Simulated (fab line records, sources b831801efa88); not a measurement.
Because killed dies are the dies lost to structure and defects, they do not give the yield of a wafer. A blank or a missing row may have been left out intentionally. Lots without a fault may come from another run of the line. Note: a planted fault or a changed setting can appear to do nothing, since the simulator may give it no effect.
Which tool was responsible? -- flow gf180mcu -- Sampling: 6 lots, 18 wafers, 4 of 602 route steps

## WHAT THE GAUGES SHOWED, per wafer
GF_MVSD_OVL_MEAS_07.
lot,measured,on,MVSD_OVL (nm)
L907,day 4 14:53,overlay-02,0.8 -0.7 0.1
L910,day 5 07:20,overlay-02,0.9 -0.9 -0.5
L912,day 5 19:10,overlay-01,-1.1 -0.8 -0.5
L922,day 8 07:59,overlay-01,156.2 157.1 155.7
L925,day 9 01:55,overlay-02,-1.0 -2.0 -2.2
L927,day 9 13:01,overlay-01,-3.0 -2.4 -2.1

## TOOL THAT RAN EACH LOT (tool first, then ch and the chambers of the sampled wafers, then the start)
lot,GF_STI_STRIP_15,GF_DNWELL_STRIP_08,GF_MVSD_EXPOSE_04
L907,"plasma asher-03 ch 0,1, day 2 06:17","plasma asher-02 ch 0,1, day 3 00:19","iline stepper-02 ch 0, day 4 08:56"
L910,"plasma asher-03 ch 0,1, day 2 21:43","plasma asher-01 ch 0,1, day 3 14:28","iline stepper-02 ch 0, day 5 00:33"
L912,"plasma asher-01 ch 0,1, day 3 08:43","plasma asher-02 ch 0,1, day 4 02:01","iline stepper-02 ch 0, day 5 12:34"
L922,"plasma asher-03 ch 0,1, day 5 11:28","plasma asher-02 ch 0,1, day 6 07:01","iline stepper-02 ch 0, day 7 23:42"
L925,"plasma asher-04 ch 0,1, day 6 02:56","plasma asher-02 ch 0,1, day 7 00:17","iline stepper-01 ch 0, day 8 17:46"
L927,"plasma asher-01 ch 0,1, day 6 14:02","plasma asher-04 ch 0, day 7 10:29","iline stepper-01 ch 0, day 9 04:56"
- GF_STI_STRIP_15: strips in O2/N2.
- GF_DNWELL_STRIP_08: strips in O2/N2.
- GF_MVSD_EXPOSE_04: exposes mask MVSD, target cd 1000 nm.

## THE ANSWER, worked out from the rows above alone
Rule: what is usual is taken from the lots themselves. The widest of any qualifying gaps counts: lots, ordered by their means at a reading, are off when they make up no more than a third of the lots, leave a main group of 4 or more, and stand apart from it by 3 or more times the standard deviation of that group's means. A main group is skipped when, at the precision printed for the reading in the tables above, its means are all equal. A lot without any number at a reading at which 4 lots or more have one is off too. The other lots that the step has rows for count as sound.
Off: at GF_MVSD_OVL_MEAS_07 (MVSD_OVL), L922. For the main group the mean is -1.0 nm and the standard deviation 0.97.
If a tool, at a process step before that reading, ran all the lots that are off and no sound lot after the first of them, it fits. Gauges at GF_MVSD_OVL_MEAS_07: tried the same way as those tools. 2 tools fit, plasma asher-03 at GF_STI_STRIP_15 and iline stepper-02 at GF_MVSD_EXPOSE_04, so this cannot tell which one it is.

## WHAT THE SIMULATOR HAD INSERTED
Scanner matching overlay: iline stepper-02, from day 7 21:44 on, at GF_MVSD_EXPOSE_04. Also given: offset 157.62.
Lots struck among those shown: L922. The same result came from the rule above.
